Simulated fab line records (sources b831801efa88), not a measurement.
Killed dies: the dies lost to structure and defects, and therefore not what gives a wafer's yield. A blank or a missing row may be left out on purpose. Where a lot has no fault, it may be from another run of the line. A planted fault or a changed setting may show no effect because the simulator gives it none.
Chamber matching / flow sky130 / SKY_VIA1_ETCH_15 on rie_diel-01: 4 sister chambers
The step etches SiO2 in C4F8/O2/Ar, stops on TiN, target depth 351 nm, time 54 s. 14 wafers are shown with their chamber, then 7 later ones without.

## WAFERS WITH THEIR CHAMBER
wafer=L458.1; chamber=2; oes_product_au (a.u.)=0.982
wafer=L458.2; chamber=0; oes_product_au (a.u.)=0.973
wafer=L458.6; chamber=2; oes_product_au (a.u.)=0.982
wafer=L460.4; chamber=1; oes_product_au (a.u.)=0.979
wafer=L460.5; chamber=1; oes_product_au (a.u.)=0.983
wafer=L460.6; chamber=0; oes_product_au (a.u.)=0.985
wafer=L461.2; chamber=0; oes_product_au (a.u.)=0.981
wafer=L461.5; chamber=1; oes_product_au (a.u.)=0.982
wafer=L461.6; chamber=0; oes_product_au (a.u.)=0.983
wafer=L463.2; chamber=1; oes_product_au (a.u.)=0.984
wafer=L463.4; chamber=2; oes_product_au (a.u.)=0.973
wafer=L463.5; chamber=1; oes_product_au (a.u.)=0.975
wafer=L474.2; chamber=0; oes_product_au (a.u.)=0.977
wafer=L474.3; chamber=3; oes_product_au (a.u.)=0.984

SIGNATURES, as means of the wafers listed above
reading=oes_product_au; chamber 0=0.97980; chamber 1=0.98060; chamber 2=0.97900; chamber 3=0.98400; scatter within a chamber=0.00447
Rule: a wafer lies at a distance from a chamber equal to the root of the sum of squares, over the readings, of (its reading less the chamber's mean, divided by the reading's scatter). If the next closest chamber is less than 2 further off than the closest, the wafer can't be placed; otherwise it belongs to the closest. The scatter: the root of (the sum of the squares of (reading less its chamber's mean) over the shown wafers, divided by (wafers less chambers)).

## WAFERS WITHOUT THEIR CHAMBER
wafer=L474.6; oes_product_au (a.u.)=0.980
wafer=L477.1; oes_product_au (a.u.)=0.980
wafer=L477.3; oes_product_au (a.u.)=0.988
wafer=L477.5; oes_product_au (a.u.)=0.987
wafer=L478.2; oes_product_au (a.u.)=0.969
wafer=L478.3; oes_product_au (a.u.)=0.989
wafer=L478.5; oes_product_au (a.u.)=0.975

## WHICH CHAMBER EACH ONE RAN IN
wafer=L474.6; from the rows above=can't be placed: 0 or 1 or 2 or 3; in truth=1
wafer=L477.1; from the rows above=can't be placed: 0 or 1 or 2 or 3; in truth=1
wafer=L477.3; from the rows above=can't be placed: 3 or 1 or 0 or 2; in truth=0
wafer=L477.5; from the rows above=can't be placed: 3 or 1 or 0 or 2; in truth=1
wafer=L478.2; from the rows above=can't be placed: 2 or 0 or 1 or 3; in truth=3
wafer=L478.3; from the rows above=can't be placed: 3 or 1 or 0 or 2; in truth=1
wafer=L478.5; from the rows above=can't be placed: 2 or 0 or 1 or 3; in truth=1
Correct placement for 0 of the 7. These rows do not allow placing 7 (true chamber among the candidates in 7). Number placed wrongly: 0.
